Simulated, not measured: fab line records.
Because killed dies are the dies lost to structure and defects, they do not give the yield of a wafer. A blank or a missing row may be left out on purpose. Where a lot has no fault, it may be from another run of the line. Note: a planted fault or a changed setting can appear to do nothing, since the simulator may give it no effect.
fab line records / flow sky130
[record] lots = 14 wafers = 42 lastDay = 50
route steps=708 shown METAL1@454 PAD_OPEN@708
lots with no fault: from the same line, run without faults
startH: hours from the record's first day to the start of the lot's first wafer shown / waitH: hours elapsed since this lot's preceding step / " repeats the value in the row above / L1.1+2: one row covering several wafers at once / - value missing, or start not given / * or withheld: withheld / < > ~ a bound
route shown NAME@n: a module of which the file shows steps, and the number in the route of the first / usual: average and standard deviation across the fault-free wafers / same: alike in all rows / chamber/n: place in a boat / sites: the reading at each site / _std_site: standard deviation across them / _edge_site: the outer-site mean with the inner-site mean subtracted / radiusMm: how far each site lies from the wafer's centre / mask NAME#n: copy n / behind: the most recent tool/chamber to have shaped the wafer / hold: reason for holding the lot/hours on hold/outcome of the hold / device: the n, p or np transistor that did not switch / end of line: at the end of the route, the tests of the same wafers / a step given without rows: its recipe and nothing more / killed: at the first sort, the dies lost to defects and structure; wafer yield is something else / map: a wafer's dies, marking killed ones x, the rest . and places with no die _
set.NAME: the setting as run; set.NAME@STEP: as run at that earlier step / model.NAME: the simulator's own value behind a step, which no gauge read
one table for each step of the route and one row for each wafer, over a sample of lots
services: when a tool's chamber went out of use (startH, in hours from the record's first day, below 0 if earlier), for how many hours, and the reason
[[steps]]
[step SKY_METAL1_STRIP_20]
[recipe] chemistry = O2/N2 powerW = 1400 pressureMtorr = 1500 platenTempC = withheld o2FlowSccm = 3000 n2FlowSccm = 300 overashFraction = 0.5
[usual] drypumpMotorCurrentA = 6.0/0.54 o2FlowSccm = 2999/9.5 oesProductAu = 0.344/0.0049 stripTimeToEndpointS = 2.71/0.053
lot.wafer=L383.1 tool=plasmaAsher-03 chamber=1 startH=756.07 waitH=0.1 drypumpMotorCurrentA=5.7 o2FlowSccm=3002 oesProductAu=0.340 rfHoursCounterH=2 stripTimeToEndpointS=2.63
lot.wafer=L383.4 tool=plasmaAsher-03 chamber=0 startH=756.07 waitH=0.1 drypumpMotorCurrentA=6.3 o2FlowSccm=3008 oesProductAu=0.341 rfHoursCounterH=- stripTimeToEndpointS=2.64
lot.wafer=L383.6 tool=plasmaAsher-03 chamber=1 startH=756.07 waitH=0.1 drypumpMotorCurrentA=5.7 o2FlowSccm=3004 oesProductAu=0.344 rfHoursCounterH=- stripTimeToEndpointS=2.66
lot.wafer=L384.1 tool=plasmaAsher-03 chamber=0 startH=765.88 waitH=0.1 drypumpMotorCurrentA=6.3 o2FlowSccm=2984 oesProductAu=0.343 rfHoursCounterH=3 stripTimeToEndpointS=2.67
lot.wafer=L384.3 tool=plasmaAsher-03 chamber=1 startH=765.88 waitH=0.1 drypumpMotorCurrentA=5.7 o2FlowSccm=2984 oesProductAu=0.343 rfHoursCounterH=- stripTimeToEndpointS=2.69
lot.wafer=L384.4 tool=plasmaAsher-03 chamber=0 startH=765.88 waitH=0.1 drypumpMotorCurrentA=6.4 o2FlowSccm=2990 oesProductAu=0.347 rfHoursCounterH=- stripTimeToEndpointS=2.75
lot.wafer=L385.2 tool=plasmaAsher-03 chamber=0 startH=784.74 waitH=0.1 drypumpMotorCurrentA=6.3 o2FlowSccm=3002 oesProductAu=0.347 rfHoursCounterH=4 stripTimeToEndpointS=2.71
lot.wafer=L385.5 tool=plasmaAsher-03 chamber=0 startH=784.74 waitH=0.1 drypumpMotorCurrentA=6.3 o2FlowSccm=3011 oesProductAu=0.336 rfHoursCounterH=- stripTimeToEndpointS=2.76
lot.wafer=L385.6 tool=plasmaAsher-03 chamber=1 startH=784.74 waitH=0.1 drypumpMotorCurrentA=5.7 o2FlowSccm=3025 oesProductAu=0.348 rfHoursCounterH=- stripTimeToEndpointS=2.69
lot.wafer=L387.1 tool=plasmaAsher-01 chamber=0 startH=793.89 waitH=0.1 drypumpMotorCurrentA=4.9 o2FlowSccm=3006 oesProductAu=0.344 rfHoursCounterH=34 stripTimeToEndpointS=2.67
lot.wafer=L387.3 tool=plasmaAsher-01 chamber=1 startH=793.89 waitH=0.1 drypumpMotorCurrentA=6.3 o2FlowSccm=3016 oesProductAu=0.339 rfHoursCounterH=- stripTimeToEndpointS=2.74
lot.wafer=L387.5 tool=plasmaAsher-01 chamber=0 startH=793.89 waitH=0.1 drypumpMotorCurrentA=4.9 o2FlowSccm=2994 oesProductAu=0.341 rfHoursCounterH=- stripTimeToEndpointS=2.65
lot.wafer=L386.1 tool=plasmaAsher-04 chamber=0 startH=798.59 waitH=0.1 drypumpMotorCurrentA=6.6 o2FlowSccm=3000 oesProductAu=0.344 rfHoursCounterH=99 stripTimeToEndpointS=2.75
lot.wafer=L386.3 tool=plasmaAsher-04 chamber=1 startH=798.59 waitH=0.1 drypumpMotorCurrentA=5.8 o2FlowSccm=3007 oesProductAu=0.344 rfHoursCounterH=- stripTimeToEndpointS=2.75
lot.wafer=L386.6 tool=plasmaAsher-04 chamber=1 startH=798.59 waitH=0.1 drypumpMotorCurrentA=5.8 o2FlowSccm=2998 oesProductAu=0.349 rfHoursCounterH=- stripTimeToEndpointS=2.75
lot.wafer=L388.2 tool=plasmaAsher-01 chamber=1 startH=800.43 waitH=0.1 drypumpMotorCurrentA=6.3 o2FlowSccm=2997 oesProductAu=0.335 rfHoursCounterH=35 stripTimeToEndpointS=2.70
lot.wafer=L388.3 tool=plasmaAsher-01 chamber=0 startH=800.43 waitH=0.1 drypumpMotorCurrentA=4.9 o2FlowSccm=2998 oesProductAu=0.351 rfHoursCounterH=- stripTimeToEndpointS=2.73
lot.wafer=L388.4 tool=plasmaAsher-01 chamber=1 startH=800.43 waitH=0.1 drypumpMotorCurrentA=6.3 o2FlowSccm=2991 oesProductAu=0.345 rfHoursCounterH=- stripTimeToEndpointS=2.69
lot.wafer=L389.1 tool=plasmaAsher-03 chamber=1 startH=816.43 waitH=0.1 drypumpMotorCurrentA=5.8 o2FlowSccm=3003 oesProductAu=0.353 rfHoursCounterH=8 stripTimeToEndpointS=2.67
lot.wafer=L389.2 tool=plasmaAsher-03 chamber=0 startH=816.43 waitH=0.1 drypumpMotorCurrentA=6.3 o2FlowSccm=3007 oesProductAu=0.343 rfHoursCounterH=8 stripTimeToEndpointS=2.62
lot.wafer=L389.5 tool=plasmaAsher-03 chamber=0 startH=816.43 waitH=0.1 drypumpMotorCurrentA=6.4 o2FlowSccm=3005 oesProductAu=0.341 rfHoursCounterH=- stripTimeToEndpointS=2.63
lot.wafer=L390.2 tool=plasmaAsher-01 chamber=1 startH=818.68 waitH=0.1 drypumpMotorCurrentA=6.3 o2FlowSccm=2992 oesProductAu=0.352 rfHoursCounterH=37 stripTimeToEndpointS=2.79
lot.wafer=L390.4 tool=plasmaAsher-01 chamber=1 startH=818.68 waitH=0.1 drypumpMotorCurrentA=6.3 o2FlowSccm=2982 oesProductAu=0.347 rfHoursCounterH=- stripTimeToEndpointS=2.71
lot.wafer=L390.5 tool=plasmaAsher-01 chamber=1 startH=818.68 waitH=0.1 drypumpMotorCurrentA=6.3 o2FlowSccm=2981 oesProductAu=0.347 rfHoursCounterH=- stripTimeToEndpointS=2.80
lot.wafer=L391.2 tool=plasmaAsher-04 chamber=1 startH=826.33 waitH=0.1 drypumpMotorCurrentA=5.8 o2FlowSccm=3003 oesProductAu=0.341 rfHoursCounterH=102 stripTimeToEndpointS=2.72
lot.wafer=L391.4 tool=plasmaAsher-04 chamber=1 startH=826.33 waitH=0.1 drypumpMotorCurrentA=5.8 o2FlowSccm=3013 oesProductAu=0.344 rfHoursCounterH=- stripTimeToEndpointS=2.74
lot.wafer=L391.6 tool=plasmaAsher-04 chamber=1 startH=826.33 waitH=0.1 drypumpMotorCurrentA=5.7 o2FlowSccm=3019 oesProductAu=0.344 rfHoursCounterH=- stripTimeToEndpointS=2.68
lot.wafer=L392.3 tool=plasmaAsher-04 chamber=1 startH=834.02 waitH=0.1 drypumpMotorCurrentA=5.8 o2FlowSccm=2996 oesProductAu=0.338 rfHoursCounterH=- stripTimeToEndpointS=2.73
lot.wafer=L392.5 tool=plasmaAsher-04 chamber=0 startH=834.02 waitH=0.1 drypumpMotorCurrentA=6.6 o2FlowSccm=2986 oesProductAu=0.348 rfHoursCounterH=- stripTimeToEndpointS=2.71
lot.wafer=L392.6 tool=plasmaAsher-04 chamber=1 startH=834.02 waitH=0.1 drypumpMotorCurrentA=5.8 o2FlowSccm=3000 oesProductAu=0.340 rfHoursCounterH=- stripTimeToEndpointS=2.67
lot.wafer=L393.1 tool=plasmaAsher-04 chamber=0 startH=843.73 waitH=0.1 drypumpMotorCurrentA=6.6 o2FlowSccm=2992 oesProductAu=0.344 rfHoursCounterH=104 stripTimeToEndpointS=2.72
lot.wafer=L393.2 tool=plasmaAsher-04 chamber=1 startH=843.73 waitH=0.1 drypumpMotorCurrentA=5.8 o2FlowSccm=2998 oesProductAu=0.354 rfHoursCounterH=104 stripTimeToEndpointS=2.79
lot.wafer=L393.5 tool=plasmaAsher-04 chamber=0 startH=843.73 waitH=0.1 drypumpMotorCurrentA=6.6 o2FlowSccm=2995 oesProductAu=0.352 rfHoursCounterH=- stripTimeToEndpointS=2.77
lot.wafer=L401.1 tool=plasmaAsher-04 chamber=1 startH=892.64 waitH=0.1 drypumpMotorCurrentA=5.8 o2FlowSccm=3001 oesProductAu=0.340 rfHoursCounterH=109 stripTimeToEndpointS=2.66
lot.wafer=L401.2 tool=plasmaAsher-04 chamber=0 startH=892.64 waitH=0.1 drypumpMotorCurrentA=6.6 o2FlowSccm=2983 oesProductAu=0.344 rfHoursCounterH=109 stripTimeToEndpointS=2.64
lot.wafer=L401.4 tool=plasmaAsher-04 chamber=0 startH=892.64 waitH=0.1 drypumpMotorCurrentA=6.6 o2FlowSccm=3000 oesProductAu=0.341 rfHoursCounterH=- stripTimeToEndpointS=2.62
lot.wafer=L402.1 tool=plasmaAsher-04 chamber=0 startH=908.09 waitH=0.1 drypumpMotorCurrentA=6.6 o2FlowSccm=2996 oesProductAu=0.336 rfHoursCounterH=110 stripTimeToEndpointS=2.62
lot.wafer=L402.2 tool=plasmaAsher-04 chamber=1 startH=908.09 waitH=0.1 drypumpMotorCurrentA=5.8 o2FlowSccm=3014 oesProductAu=0.343 rfHoursCounterH=110 stripTimeToEndpointS=2.74
lot.wafer=L402.5 tool=plasmaAsher-04 chamber=1 startH=908.09 waitH=0.1 drypumpMotorCurrentA=5.7 o2FlowSccm=3013 oesProductAu=0.331 rfHoursCounterH=- stripTimeToEndpointS=2.64
lot.wafer=L406.1 tool=plasmaAsher-01 chamber=0 startH=948.03 waitH=0.1 drypumpMotorCurrentA=4.9 o2FlowSccm=3003 oesProductAu=0.352 rfHoursCounterH=50 stripTimeToEndpointS=2.70
lot.wafer=L406.2 tool=plasmaAsher-01 chamber=1 startH=948.03 waitH=0.1 drypumpMotorCurrentA=6.2 o2FlowSccm=2989 oesProductAu=0.337 rfHoursCounterH=50 stripTimeToEndpointS=2.66
lot.wafer=L406.4 tool=plasmaAsher-01 chamber=1 startH=948.03 waitH=0.1 drypumpMotorCurrentA=6.3 o2FlowSccm=2993 oesProductAu=0.352 rfHoursCounterH=- stripTimeToEndpointS=2.70
[step SKY_PAD_OPEN_PROBE_99]
[usual] defectLimitedYield = 82.4/1.9 killed_at_M0_to_M3 = 44/7.2 killed_at_M4_up = 3.4/2.1 killedAtContacts = 24/5.5 killedAtFrontEnd = 15/4.6 killedAtOther = 0.4/0.64 killedDies = 86/9.1 killedOpen = 47/7.5 killedShort = 39/5.8 sort_bin_3_pad_short = 0.9/0.41 sort_bin_5_function = 10.4/1.5 sort_bin_6_memory = 6.3/1.2 sortNPass = 406/9.1 sortYieldPct = 82.4/1.9
[same] grossDies = 492 killedAtBackSide = 0 sort_bin_4_leakage[%] = 0 sort_bin_8_speed[%] = 0
lot.wafer=L388.2 tool=prober-02 chamber=- startH=1102.21 waitH=0.1 defectLimitedYield[%]=83.3 killed_at_M0_to_M3=40 killed_at_M4_up=3 killedAtContacts=27 killedAtFrontEnd=12 killedAtOther=0 killedDies=82 killedOpen=40 killedShort=42 sort_bin_3_pad_short[%]=1.6 sort_bin_5_function[%]=9.6 sort_bin_6_memory[%]=5.5 sortNPass=410 sortYieldPct[%]=83.3
lot.wafer=L388.3 tool=prober-02 chamber=- startH=1102.26 waitH=0.2 defectLimitedYield[%]=80.5 killed_at_M0_to_M3=49 killed_at_M4_up=2 killedAtContacts=29 killedAtFrontEnd=15 killedAtOther=1 killedDies=96 killedOpen=59 killedShort=37 sort_bin_3_pad_short[%]=1.4 sort_bin_5_function[%]=11.8 sort_bin_6_memory[%]=6.3 sortNPass=396 sortYieldPct[%]=80.5
lot.wafer=L388.4 tool=prober-02 chamber=- startH=1102.31 waitH=0.2 defectLimitedYield[%]=81.3 killed_at_M0_to_M3=49 killed_at_M4_up=0 killedAtContacts=29 killedAtFrontEnd=14 killedAtOther=0 killedDies=92 killedOpen=48 killedShort=44 sort_bin_3_pad_short[%]=0.8 sort_bin_5_function[%]=11.2 sort_bin_6_memory[%]=6.7 sortNPass=400 sortYieldPct[%]=81.3
lot.wafer=L401.1 tool=prober-01 chamber=- startH=1170.86 waitH=0.1 defectLimitedYield[%]=78.5 killed_at_M0_to_M3=66 killed_at_M4_up=6 killedAtContacts=20 killedAtFrontEnd=14 killedAtOther=0 killedDies=106 killedOpen=40 killedShort=48 sort_bin_3_pad_short[%]=2.8 sort_bin_5_function[%]=11.0 sort_bin_6_memory[%]=7.7 sortNPass=386 sortYieldPct[%]=78.5
lot.wafer=L401.2 tool=prober-01 chamber=- startH=1170.91 waitH=0.1 defectLimitedYield[%]=75.0 killed_at_M0_to_M3=91 killed_at_M4_up=2 killedAtContacts=18 killedAtFrontEnd=12 killedAtOther=0 killedDies=123 killedOpen=31 killedShort=42 sort_bin_3_pad_short[%]=3.5 sort_bin_5_function[%]=14.4 sort_bin_6_memory[%]=7.1 sortNPass=369 sortYieldPct[%]=75.0
lot.wafer=L401.4 tool=prober-01 chamber=- startH=1171.01 waitH=0.2 defectLimitedYield[%]=74.0 killed_at_M0_to_M3=95 killed_at_M4_up=4 killedAtContacts=20 killedAtFrontEnd=9 killedAtOther=0 killedDies=128 killedOpen=36 killedShort=43 sort_bin_3_pad_short[%]=2.8 sort_bin_5_function[%]=17.3 sort_bin_6_memory[%]=5.9 sortNPass=364 sortYieldPct[%]=74.0
lot.wafer=L402.1 tool=prober-02 chamber=- startH=1181.16 waitH=0.1 defectLimitedYield[%]=73.8 killed_at_M0_to_M3=92 killed_at_M4_up=3 killedAtContacts=25 killedAtFrontEnd=9 killedAtOther=0 killedDies=129 killedOpen=45 killedShort=32 sort_bin_3_pad_short[%]=2.6 sort_bin_5_function[%]=16.1 sort_bin_6_memory[%]=7.5 sortNPass=363 sortYieldPct[%]=73.8
lot.wafer=L402.2 tool=prober-02 chamber=- startH=1181.21 waitH=0.1 defectLimitedYield[%]=81.7 killed_at_M0_to_M3=55 killed_at_M4_up=5 killedAtContacts=20 killedAtFrontEnd=10 killedAtOther=0 killedDies=90 killedOpen=34 killedShort=36 sort_bin_3_pad_short[%]=0.8 sort_bin_5_function[%]=12.0 sort_bin_6_memory[%]=5.5 sortNPass=402 sortYieldPct[%]=81.7
lot.wafer=L402.5 tool=prober-02 chamber=- startH=1181.36 waitH=0.2 defectLimitedYield[%]=81.9 killed_at_M0_to_M3=61 killed_at_M4_up=1 killedAtContacts=12 killedAtFrontEnd=14 killedAtOther=1 killedDies=89 killedOpen=39 killedShort=31 sort_bin_3_pad_short[%]=1.2 sort_bin_5_function[%]=11.0 sort_bin_6_memory[%]=5.9 sortNPass=403 sortYieldPct[%]=81.9
// killed by level:class
L388.2 VIA3:geometricParticle:open=10 LI_CONTACT:geometricParticle:open=8 METAL2:geometricParticle:short=8 POLY_GATE:geometricParticle:short=7 CONTACT:geometricParticle:open=7 METAL1:geometricParticle:short=6 LOCAL_INTERCONNECT:geometricParticle:short=4 CONTACT:geometricParticle:short=4
L388.3 CONTACT:geometricParticle:open=13 VIA1:geometricParticle:open=13 LI_CONTACT:geometricParticle:open=7 VIA3:geometricParticle:open=7 VIA2:geometricParticle:open=7 POLY_GATE:geometricParticle:open=5 METAL1:geometricParticle:short=5 VIA1:geometricParticle:short=5
L388.4 CONTACT:geometricParticle:open=12 VIA1:geometricParticle:open=11 VIA3:geometricParticle:open=7 LI_CONTACT:geometricParticle:short=7 METAL2:geometricParticle:short=6 CONTACT:geometricParticle:short=6 FIELD_ISO:geometricParticle:short=4 VIA3:geometricParticle:short=4
L401.1 METAL1:unspecified=18 VIA1:geometricParticle:open=9 METAL1:geometricParticle:short=9 VIA3:geometricParticle:open=7 CONTACT:geometricParticle:short=6 METAL4:geometricParticle:short=6 CONTACT:geometricParticle:open=5 VIA2:geometricParticle:short=5
L401.2 METAL1:unspecified=50 VIA1:geometricParticle:open=11 VIA3:geometricParticle:open=6 LOCAL_INTERCONNECT:geometricParticle:short=5 VIA1:geometricParticle:short=5 VIA3:geometricParticle:short=5 LI_CONTACT:geometricParticle:short=4 CONTACT:geometricParticle:open=4
L401.4 METAL1:unspecified=49 VIA1:geometricParticle:open=13 LI_CONTACT:geometricParticle:open=6 VIA1:geometricParticle:short=6 METAL2:geometricParticle:short=6 LOCAL_INTERCONNECT:geometricParticle:short=5 VIA3:geometricParticle:open=5 METAL3:geometricParticle:short=4
L402.1 METAL1:unspecified=52 CONTACT:geometricParticle:open=9 VIA1:geometricParticle:open=8 LI_CONTACT:geometricParticle:open=6 VIA2:geometricParticle:open=6 METAL1:geometricParticle:short=5 LOCAL_INTERCONNECT:geometricParticle:short=5 METAL2:geometricParticle:short=5
L402.2 METAL1:unspecified=19 CONTACT:geometricParticle:open=11 METAL1:geometricParticle:short=8 VIA2:geometricParticle:open=6 VIA1:geometricParticle:open=6 VIA1:geometricParticle:short=5 LI_CONTACT:geometricParticle:open=3 CONTACT:geometricParticle:short=3
L402.5 METAL1:unspecified=19 VIA3:geometricParticle:open=12 VIA1:geometricParticle:open=7 VIA2:geometricParticle:open=6 METAL2:geometricParticle:short=5 FIELD_ISO:geometricParticle:open=4 CONTACT:geometricParticle:open=4 FIELD_ISO:geometricParticle:short=3
[[services]]
tool=plasmaAsher-01 chamber=- startH=733.22 hours=24.3 kind=repair
tool=plasmaAsher-03 chamber=- startH=733.75 hours=9.0 kind=pm
tool=plasmaAsher-03 chamber=0 startH=733.75 hours=9.0 kind=ventCycle
tool=plasmaAsher-03 chamber=1 startH=733.75 hours=9.0 kind=ventCycle
tool=plasmaAsher-03 chamber=0 startH=742.75 hours=- kind=clean
tool=plasmaAsher-03 chamber=1 startH=742.75 hours=- kind=clean
tool=plasmaAsher-01 chamber=- startH=803.99 hours=2.8 kind=pm
tool=plasmaAsher-01 chamber=- startH=807.48 hours=2.6 kind=repair
tool=plasmaAsher-03 chamber=- startH=906.39 hours=8.2 kind=repair
tool=plasmaAsher-04 chamber=- startH=917.98 hours=1.3 kind=repair
tool=plasmaAsher-01 chamber=- startH=943.86 hours=1.7 kind=repair
[[key]]
[firstSign] step = SKY_PAD_OPEN_PROBE_99 reading = killed_at_M0_to_M3 direction = up sigmas = 4.6 usual = 44 struck = 77
[effect] step = SKY_PAD_OPEN_PROBE_99 reading = sort_bin_3_pad_short direction = up sigmas = 3.5 usual = 0.9 struck = 2.3 wafersMoved = 4
metAt SKY_METAL1_STRIP_20
struckLots L401,L402
onsetBetween 843.73 892.64
[fault] kind = chamberParticleSource tool = plasmaAsher-04 chamber = - onsetH = 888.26 steps = SKY_METAL1_STRIP_20 ratePerVisitCm2 = 0.91856 endH = 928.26
